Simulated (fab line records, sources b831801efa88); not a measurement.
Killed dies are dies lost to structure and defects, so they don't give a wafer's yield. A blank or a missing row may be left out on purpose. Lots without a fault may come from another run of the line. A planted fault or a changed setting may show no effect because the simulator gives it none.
Chamber matching | flow gf180mcu | GF_POLY_GATE_ETCH_13 on rie_si-01: 4 sister chambers
The step etches poly-Si in HBr/Cl2, stops on SiO2, target depth 198.5 nm, time 69.6 s. 8 wafers are shown with their chamber, then 12 later ones without.

WAFERS WITH THEIR CHAMBER
wafer  | chamber | drypump_motor_current_A (A) | oes_product_au (a.u.)
L087.3 | 0       | 5.2                         | 0.995
L089.4 | 1       | 5.7                         | 0.989
L091.1 | 2       | 6.1                         | 0.987
L091.2 | 3       | 5.7                         | 0.988
L091.5 | 3       | 5.8                         | 0.991
L092.3 | 2       | 6.1                         | 0.986
L092.5 | 0       | 5.1                         | 0.993
L092.6 | 1       | 5.7                         | 0.989

WAFERS WITHOUT THEIR CHAMBER
wafer  | drypump_motor_current_A (A) | oes_product_au (a.u.)
L093.1 | 5.2                         | 0.980
L093.2 | 5.8                         | 0.967
L093.5 | 5.8                         | 0.982
L095.2 | 5.8                         | 0.981
L095.4 | 5.7                         | 0.986
L095.5 | 5.8                         | 1.001
L096.2 | 5.7                         | 0.994
L096.3 | 6.1                         | 0.996
L096.6 | 6.0                         | 0.971
L097.2 | 6.1                         | 1.004
L097.5 | 5.7                         | 0.999
L097.6 | 5.1                         | 1.009

WHICH CHAMBER EACH WENT THROUGH
wafer  | from the rows above          | in truth
L093.1 | can't be placed: 0 or 1      | 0
L093.2 | can't be placed: 2 or 1 or 3 | 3
L093.5 | can't be placed: 1 or 3 or 2 | 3
L095.2 | can't be placed: 1 or 3 or 2 | 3
L095.4 | can't be placed: 1 or 3      | 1
L095.5 | can't be placed: 3 or 1      | 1
L096.2 | can't be placed: 3 or 1      | 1
L096.3 | can't be placed: 2 or 3      | 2
L096.6 | 2                            | 2
L097.2 | can't be placed: 3 or 2 or 1 | 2
L097.5 | can't be placed: 3 or 1      | 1
L097.6 | 0                            | 0
Placed correctly: 2 of 12. Can't be placed from these rows: 10 (the true chamber is among the candidates in 10). Placed wrongly: 0.
How it was worked out, from the rows above alone: a wafer's distance from a chamber is the root of the sum, over the readings, of the square of ((its reading less the chamber's mean) divided by the reading's scatter). The wafer belongs to the nearest chamber; if the next one is less than 2 further off, it can't be placed. A chamber's mean is the mean of its shown wafers. The scatter: the root of (the sum of the squares of (reading less its chamber's mean) over the shown wafers, divided by (wafers less chambers)).
